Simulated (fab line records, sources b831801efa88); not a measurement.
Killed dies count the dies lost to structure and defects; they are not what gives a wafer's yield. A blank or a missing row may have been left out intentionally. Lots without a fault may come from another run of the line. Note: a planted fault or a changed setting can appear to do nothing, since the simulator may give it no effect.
Code-filled problem report in 8D (eight disciplines) form	flow sfq line	the parts of the form that need people (team, actions taken, sign-off) are left out

## 1. WHAT IS WRONG
time to endpoint s at SFQ_TRILAYER_I1_CMP_CMP_046 reads a mean of 282 s on 6 wafers of 2 lots; wafers without a fault read 215 s with a standard deviation of 6.1. That puts it +11 standard deviations away from the usual mean.
The step: polishes SiO2.
First observed at day 18 22:05: wafer L997.4, on cmp-01. The record holds 42 wafers of 14 lots with a number at this step. Rule for "out", or "out of limits": more than 4 standard deviations from the usual mean. The other wafers with a number count as sound.

## 2. WHAT THIS IS AND IS NOT
question	is	is not
which readings at this step	time to endpoint s	edge zone pressure frac, motor current A
which lots	L997, L998	L102, L103, L104, L105, L106, L107, L110, L111, L989, L990, L993, L994
which wafers of those lots	all that have a number	-
read on which tools	cmp-01	cmp-02
when	from day 18 22:05	up to then (12 sound wafers); but 24 sound wafers of L102, L103, L104, L105, L106, L107, L110, L111 came after

## 3. WHAT RULES OUT EACH SUSPECT
Counting: a tool at a process step up to the reading stays a suspect if it ran every lot that is out and no sound lot after the first of them.
- cmp-01 at SFQ_TRILAYER_I1_CMP_CMP_046 (polishes SiO2): ruled out as a lasting fault. Following L997 (day 18 22:05), the first lot on it that is out, the sound lots L102, L103, L105, L106 were run on it.
Left after counting: nothing in the record.

## 4. THE CAUSE (what the simulator had put in)
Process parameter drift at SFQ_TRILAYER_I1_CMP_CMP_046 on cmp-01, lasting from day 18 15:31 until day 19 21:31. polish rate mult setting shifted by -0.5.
Counting ruled it out, wrongly.

## 5. THE CHAIN OF EFFECTS, in route order
One row per reading whose mean, taken over the struck wafers that have a number, lies over 3 standard deviations from the usual. Scope: only readings with a usual standard deviation given in the record; hours: median across lots of the time from each lot's start at the first step in this table that gives one to its start at this step; sigmas: change in usual standard deviations.
hours	step	reading	usual	on struck wafers	change	sigmas
0	SFQ_TRILAYER_I1_CMP_CMP_046	time to endpoint s	215 s	282	+67	+11
3	SFQ_TRILAYER_I1_METRO_MEASURE_047	thk nm	199.9 nm	306.1	+106.2	+99 or more
165	SFQ_TRILAYER_I1_VIA_ETCH_VIA_ETCH_052	oes product au	0.854 a.u.	1.002	+0.148	+32
Process steps it contains:
- SFQ_TRILAYER_I1_CMP_CMP_046: polishes SiO2.
- SFQ_TRILAYER_I1_METRO_MEASURE_047
- SFQ_TRILAYER_I1_VIA_ETCH_VIA_ETCH_052: etches SiO2 in CHF3, stops on Nb, target depth 260 nm.

## 6. HOW IT WOULD HAVE BEEN CAUGHT EARLIER
The fault began at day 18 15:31; the first out-of-limits reading in this record came at day 18 22:05, 7 hours later.
